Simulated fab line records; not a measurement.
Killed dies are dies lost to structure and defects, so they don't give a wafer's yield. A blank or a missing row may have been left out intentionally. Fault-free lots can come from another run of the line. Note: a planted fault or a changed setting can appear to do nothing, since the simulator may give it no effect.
Matching of chambers :: flow sky130 :: rie diel-02 running SKY_METAL4_ETCH_17: 4 sister chambers
The step etches SiO2 in C4F8/O2/Ar, stops on TiN, time 3.9 s, target depth 15 nm. 8 wafers are shown with their chamber, then 8 later ones without.

== WAFERS WITH THEIR CHAMBER ==
wafer: L086.3
chamber: 2
chamber pressure mTorr (mTorr): 39.97
oes product au (a.u.): 0.749

wafer: L087.5
chamber: 0
chamber pressure mTorr (mTorr): 39.95
oes product au (a.u.): 0.752

wafer: L089.5
chamber: 0
chamber pressure mTorr (mTorr): 40.04
oes product au (a.u.): 0.759

wafer: L089.6
chamber: 1
chamber pressure mTorr (mTorr): 40.03
oes product au (a.u.): 0.746

wafer: L091.1
chamber: 1
chamber pressure mTorr (mTorr): 40.00
oes product au (a.u.): 0.749

wafer: L091.3
chamber: 3
chamber pressure mTorr (mTorr): 39.98
oes product au (a.u.): 0.746

wafer: L091.4
chamber: 2
chamber pressure mTorr (mTorr): 40.01
oes product au (a.u.): 0.760

wafer: L095.2
chamber: 3
chamber pressure mTorr (mTorr): 40.02
oes product au (a.u.): 0.747

== WAFERS WITHOUT THEIR CHAMBER ==
wafer: L095.3
chamber pressure mTorr (mTorr): 40.00
oes product au (a.u.): 0.764

wafer: L095.4
chamber pressure mTorr (mTorr): 39.95
oes product au (a.u.): 0.755

wafer: L096.2
chamber pressure mTorr (mTorr): 39.97
oes product au (a.u.): 0.750

wafer: L096.3
chamber pressure mTorr (mTorr): 40.03
oes product au (a.u.): 0.741

wafer: L096.4
chamber pressure mTorr (mTorr): 40.00
oes product au (a.u.): 0.758

wafer: L097.2
chamber pressure mTorr (mTorr): 40.01
oes product au (a.u.): 0.753

wafer: L097.4
chamber pressure mTorr (mTorr): 40.05
oes product au (a.u.): 0.761

wafer: L097.6
chamber pressure mTorr (mTorr): 39.96
oes product au (a.u.): 0.740

== WHICH CHAMBER EACH ONE RAN IN ==
wafer: L095.3
from the rows above: can't be placed: 0 or 2 or 1 or 3
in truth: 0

wafer: L095.4
from the rows above: can't be placed: 2 or 0 or 3 or 1
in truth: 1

wafer: L096.2
from the rows above: can't be placed: 3 or 2 or 1 or 0
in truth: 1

wafer: L096.3
from the rows above: can't be placed: 3 or 1 or 2 or 0
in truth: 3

wafer: L096.4
from the rows above: can't be placed: 0 or 2 or 1 or 3
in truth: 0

wafer: L097.2
from the rows above: can't be placed: 2 or 0 or 1 or 3
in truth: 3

wafer: L097.4
from the rows above: can't be placed: 0 or 2 or 1 or 3
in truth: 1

wafer: L097.6
from the rows above: can't be placed: 3 or 1 or 2 or 0
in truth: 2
Placed correctly: 0 of 8. Not placeable from these rows: 8 (in 8, the candidates include the true chamber). 0 placed wrongly.
How it was worked out, from the rows above alone: a wafer's distance from a chamber is the root of the sum, over the readings, of the square of ((its reading less the chamber's mean) divided by the reading's scatter). The wafer belongs to the nearest chamber; if the next one is less than 2 further off, it can't be placed. The mean given for a chamber averages the wafers shown for that chamber. The scatter is the square root of a quotient: the sum, over the shown wafers, of each reading's squared deviation from its chamber's mean, divided by wafers minus chambers.
